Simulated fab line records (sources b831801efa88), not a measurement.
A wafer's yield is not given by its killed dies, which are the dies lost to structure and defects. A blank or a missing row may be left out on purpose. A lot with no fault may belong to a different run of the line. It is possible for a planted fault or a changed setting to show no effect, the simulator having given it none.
One fault through the eyes of 2 desks	flow sky130	numbers are kept per desk, each desk with only its own; the story behind them comes last

== THE METROLOGY DESK ==
What the gauges read for every lot (on any tool): the sampled wafers with a number, averaged. A lot is out of limits, marked OUT, if its mean lies more than 4 standard deviations from the usual mean; the brackets give that distance.
Columns: A = METAL3_OVL at SKY_METAL3_OVL_MEAS_14, usual 1 nm; B = VIA3_BOW at SKY_VIA3_BOW_MEAS_03, usual 79 um
lot	first seen here	A	B
L430	day 38 19:53	5	72
L431	day 38 22:31	1	75
L434	day 39 18:17	3	79
L435	day 40 01:28	2	76
L436	day 40 05:32	0	90
L438	day 40 23:02	4	82
L448	day 43 12:54	7	81
L450	day 44 00:59	-0	85
L451	day 44 13:30	-9	65
L452	day 44 21:38	5	81
L453	day 44 22:08	-7	80
This desk's finding: nothing out of limits on any of the 11 lots.

== TOOL OWNER'S DESK, rie-diel-04 ==
The tool's own readings at SKY_VIA3_ETCH_14 (etches BARC in N2/H2, stops on SiO2, time 45.9 s, target depth 60 nm): means of the sampled wafers that have a number, for each lot that ran on this tool. A lot is out of limits, marked OUT, if its mean lies more than 4 standard deviations from the usual mean; the brackets give that distance.
Columns: A = drypump-motor-current-A at SKY_VIA3_ETCH_14, usual 5.6 A; B = oes-product-au at SKY_VIA3_ETCH_14, usual 0.855 a.u.; C = run-length-s at SKY_VIA3_ETCH_14, usual 74.1 s; D = throttle-valve-pct at SKY_VIA3_ETCH_14, usual 13.223 %
lot	first seen here	A	B	C	D
L431	day 40 01:07	5.7	0.850	75.2	13.217
L436	day 41 07:58	5.6	0.857	74.6	13.218
L438	day 42 00:50	5.7	0.891 (+7.6) OUT	72.8	13.222
L451	day 45 12:35	5.6	0.853	75.0	13.213
This desk's finding: out of limits on L438; first on L438, day 42 00:50 (oes-product-au at SKY_VIA3_ETCH_14). In limits: L431, L436, L451.

== BROUGHT TOGETHER ==
The tool owner's desk could have raised an alarm at day 42 00:50, on L438.
Nothing out of limits was seen by the metrology desk.
The metrology desk holds a record of L438, inside its limits.
Of the lots named, all ran SKY_VIA3_ETCH_14 on rie-diel-04.

== WHAT THE SIMULATOR HAD INSERTED ==
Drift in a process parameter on rie-diel-04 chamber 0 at SKY_VIA3_ETCH_14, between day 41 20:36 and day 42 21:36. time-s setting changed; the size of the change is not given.
Struck lots among those shown: L438.
Each desk's first reading out of limits, in hours after the fault started: the tool owner's desk, 4.
